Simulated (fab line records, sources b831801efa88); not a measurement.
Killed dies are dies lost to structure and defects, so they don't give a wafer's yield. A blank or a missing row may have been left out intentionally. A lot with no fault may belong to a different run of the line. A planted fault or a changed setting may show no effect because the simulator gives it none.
Matching of chambers -- flow sfq_line -- SFQ_TRILAYER_I7_CMP_CMP_184 on cmp-02: 4 sister chambers
The step polishes SiO2. 4 wafers are shown with their chamber, then 10 later ones without.

== WAFERS PAIRED WITH THEIR CHAMBERS ==
wafer,chamber,motor_current_A (A)
L276.5,3,10.6
L279.2,2,11.6
L281.1,0,8.3
L281.3,1,11.0

== WAFERS WITH NO CHAMBER GIVEN ==
wafer,motor_current_A (A)
L281.2,10.3
L283.1,8.1
L283.2,10.3
L283.3,10.9
L285.1,10.3
L285.4,11.1
L285.5,10.4
L293.2,11.4
L293.4,10.1
L293.5,8.3

== THE CHAMBER EACH PASSED THROUGH ==
wafer,from the rows above,in truth
L281.2,can't be placed: 3 or 1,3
L283.1,0,0
L283.2,can't be placed: 3 or 1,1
L283.3,can't be placed: 1 or 3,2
L285.1,can't be placed: 3 or 1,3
L285.4,can't be placed: 1 or 2 or 3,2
L285.5,can't be placed: 3 or 1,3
L293.2,can't be placed: 2 or 1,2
L293.4,can't be placed: 3 or 1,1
L293.5,0,0
Correct placement for 2 of the 10. From these rows, 8 cannot be placed; in 7 the true chamber is one of the candidates. Placed wrongly: 0.
How it was worked out, from the rows above alone: a wafer's distance from a chamber is the root of the sum, over the readings, of the square of ((its reading less the chamber's mean) divided by the reading's scatter). If the next closest chamber is less than 2 further off than the closest, the wafer can't be placed; otherwise it belongs to the closest. A chamber's mean is the mean of its shown wafers. The scatter (one wafer shown for each chamber): square how far every hidden wafer sits from the nearest shown wafer, average those squares and take the square root.
